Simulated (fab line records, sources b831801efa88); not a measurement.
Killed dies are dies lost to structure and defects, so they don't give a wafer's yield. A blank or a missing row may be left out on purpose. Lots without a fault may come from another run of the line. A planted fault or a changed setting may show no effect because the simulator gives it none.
Which tool did it? | flow sfq_line | 14 lots, 42 wafers sampled, at 1 step of a route of 325

WHAT THE GAUGES READ, wafer by wafer
The record holds no reading of a measuring or inspecting step that can be judged against a usual standard deviation.

WHICH TOOL RAN EACH LOT (tool, then ch and the chambers of the sampled wafers, then the start)
lot  | SFQ_TRILAYER_I2_VIA_BARC_OPEN_VIA_ETCH_096
L866 | rie_diel-01 ch 2,3, day 24 11:32
L867 | rie_diel-01 ch 0,2,3, day 25 01:20
L868 | rie_diel-02 ch 1,2,3, day 25 08:32
L869 | rie_diel-03 ch 0,1, day 26 07:20
L870 | rie_diel-01 ch 1,2, day 26 14:32
L871 | rie_diel-03 ch 1,3, day 27 00:08
L872 | rie_diel-02 ch 1,2, day 27 08:32
L873 | rie_diel-01 ch 1,2,3, day 27 20:32
L874 | rie_diel-03 ch 0,1,3, day 28 08:06
L875 | rie_diel-02 ch 1,2, day 28 17:42
L878 | rie_diel-02 ch 1,2,3, day 29 10:18
L879 | rie_diel-01 ch 0,1,3, day 29 18:48
L880 | rie_diel-01 ch 0,3, day 30 13:58
L881 | rie_diel-01 ch 0,1,2, day 31 01:31
- SFQ_TRILAYER_I2_VIA_BARC_OPEN_VIA_ETCH_096: etches BARC in O2, target depth 125 nm, time 41.7 s.

WHAT THE TOOLS THEMSELVES READ (means of the sampled wafers that have a number; where no wafer has one, the mark that the record gives instead)
SFQ_TRILAYER_I2_VIA_BARC_OPEN_VIA_ETCH_096. Usual: chamber_pressure_mTorr 29.998 mTorr, standard deviation 0.026; drypump_motor_current_A 5.9 A, standard deviation 0.56; oes_product_au 0.685 a.u., standard deviation 0.0047; rf_fwd_power_W 493.5 W, standard deviation 1.8; run_length_s 69.9 s, standard deviation 0.46.
lot  | tool        | chamber_pressure_mTorr (mTorr) | drypump_motor_current_A (A) | oes_product_au (a.u.) | rf_fwd_power_W (W) | run_length_s (s) | flag
L866 | rie_diel-01 | 30.001                         | 6.2                         | 0.680                 | 493.8              | 69.7             |
L867 | rie_diel-01 | 30.005                         | 5.7                         | 0.684                 | 492.9              | 70.2             |
L868 | rie_diel-02 | 30.014                         | 6.0                         | 0.684                 | 494.3              | 69.8             |
L869 | rie_diel-03 | 29.959                         | 6.3                         | 0.688                 | 494.2              | 70.2             |
L870 | rie_diel-01 | 30.017                         | 6.1                         | 0.686                 | 493.6              | 69.6             |
L871 | rie_diel-03 | 30.017                         | 5.4                         | 0.680                 | 492.1              | 70.4             |
L872 | rie_diel-02 | 29.990                         | 5.7                         | 0.680                 | 494.2              | 70.0             |
L873 | rie_diel-01 | 30.000                         | 6.1                         | 0.688                 | 494.6              | 69.7             |
L874 | rie_diel-03 | 30.011                         | 5.8                         | 0.687                 | 491.9              | 69.9             |
L875 | rie_diel-02 | 30.004                         | 5.7                         | 0.684                 | 494.9              | 70.0             |
L878 | rie_diel-02 | 30.010                         | 6.0                         | 0.688                 | 494.7              | 69.9             |
L879 | rie_diel-01 | 30.008                         | 5.6                         | 0.688                 | 492.6              | 69.9             |
L880 | rie_diel-01 | 29.969                         | 5.2                         | 0.664                 | 494.4              | 74.3             | OFF
L881 | rie_diel-01 | 29.991                         | 5.7                         | 0.661                 | 493.5              | 74.0             | OFF

THE ANSWER, worked out from the rows above alone
Rule: a lot is off if the mean of its wafers that have a number lies more than 3 standard deviations from the usual mean. A lot without any number at a reading at which 4 lots or more have one is off too. The other lots that the step has rows for count as sound. The gauges are gone through in route order, then the tools' own readings, and for those a lot's mean is taken as printed above. The first step at which some lot is off is used, and at that step the reading that is off furthest; a lot without a number counts as furthest.
Off: L880, L881, at SFQ_TRILAYER_I2_VIA_BARC_OPEN_VIA_ETCH_096 (run_length_s).
A tool fits if, at that step or a process step before it, it ran every lot that is off, and no sound lot after the first of them. One fits: rie_diel-01 at SFQ_TRILAYER_I2_VIA_BARC_OPEN_VIA_ETCH_096. Its last sound lot is L879 (day 29 18:48), its first lot that is off L880 (day 30 13:58): a fault that began between those two fits.
The tool's own readings at SFQ_TRILAYER_I2_VIA_BARC_OPEN_VIA_ETCH_096 bear it out: on the lots that are off they differ by more than 5 times the standard deviation of the sound lots' means. oes_product_au reads 0.663 a.u. there against 0.685 a.u. on the sound lots; run_length_s reads 74.2 s there against 69.9 s on the sound lots.

WHAT THE SIMULATOR HAD PUT IN
Process parameter drift: rie_diel-01, from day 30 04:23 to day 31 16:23, at SFQ_TRILAYER_I2_VIA_BARC_OPEN_VIA_ETCH_096. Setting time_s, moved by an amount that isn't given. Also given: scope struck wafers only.
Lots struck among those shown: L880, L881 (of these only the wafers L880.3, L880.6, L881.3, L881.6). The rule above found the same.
